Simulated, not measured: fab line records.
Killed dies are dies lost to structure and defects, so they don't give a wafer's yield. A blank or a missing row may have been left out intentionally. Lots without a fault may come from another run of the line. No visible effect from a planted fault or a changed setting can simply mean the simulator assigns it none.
Problem report, 8D (eight disciplines) form, completed by code	flow sky130	the parts of the form that need people (team, actions taken, sign-off) are left out

## 1. WHAT IS WRONG
At SKY_LDD_P_COAT_02, spin_speed_rpm averages 3034.1 rpm over 6 wafers from 2 lots, while fault-free wafers read 3000.0 rpm, standard deviation 1.9. That is +18 standard deviations from the usual mean.
The step: resist thk 1140 nm.
The first sign was on wafer L162.2 at day 19 17:34, on litho_track-04. At this step, 42 wafers from 14 lots have a number in the record. By rule, "out" or "out of limits" means more than 4 standard deviations away from the usual mean. The rest of the wafers with a number are treated as sound.

## 2. WHAT IT IS, WHAT IT ISN'T
question	is	is not
which readings at this step	spin_speed_rpm	dispense_pressure_kPa
which lots	L162, L165	L158, L159, L160, L161, L163, L164, L171, L173, L174, L176, L179, L180
which wafers of those lots	all that have a number	-
read on which tools	litho_track-04	litho_track-01, litho_track-02
when	from day 19 17:34	up to then (12 sound wafers); but 24 sound wafers of L163, L164, L171, L173, L174, L176, L179, L180 came after

## 3. WHAT RULES OUT EACH SUSPECT
Counting: a tool at a process step up to the reading stays a suspect if it ran every lot that is out and no sound lot after the first of them.
- litho_track-04 at SKY_LDD_P_COAT_02 (resist thk 1140 nm): ruled out as a lasting fault. Sound lots L171, L173, L179 ran on it after its first lot that is out, L162 (day 19 17:34).
Left after counting: nothing in the record.

## 4. THE CAUSE (what the simulator had put in)
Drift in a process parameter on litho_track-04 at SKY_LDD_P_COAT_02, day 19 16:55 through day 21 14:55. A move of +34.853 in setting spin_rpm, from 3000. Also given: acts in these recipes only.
Counting ruled it out, wrongly.

## 5. THE EFFECT CHAIN, in route order
Each row: a reading where the mean over the struck wafers with a number is more than 3 standard deviations away from the usual. Only readings for which the record gives a usual standard deviation are gone through. hours: the time from each lot's start at the first step in this table that gives one to its start at this step, as a median over the lots. sigmas: the change in usual standard deviations.
hours	step	reading	usual	on struck wafers	change	sigmas
0	SKY_LDD_P_COAT_02	spin_speed_rpm	3000.0 rpm	3034.1	+34.1	+18
It contains these process steps:
- SKY_LDD_P_COAT_02: resist thk 1140 nm.

## 6. WHAT WOULD HAVE CAUGHT IT SOONER
In this record the first reading out of limits was taken at day 19 17:34, 1 hour after the fault began at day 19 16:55.
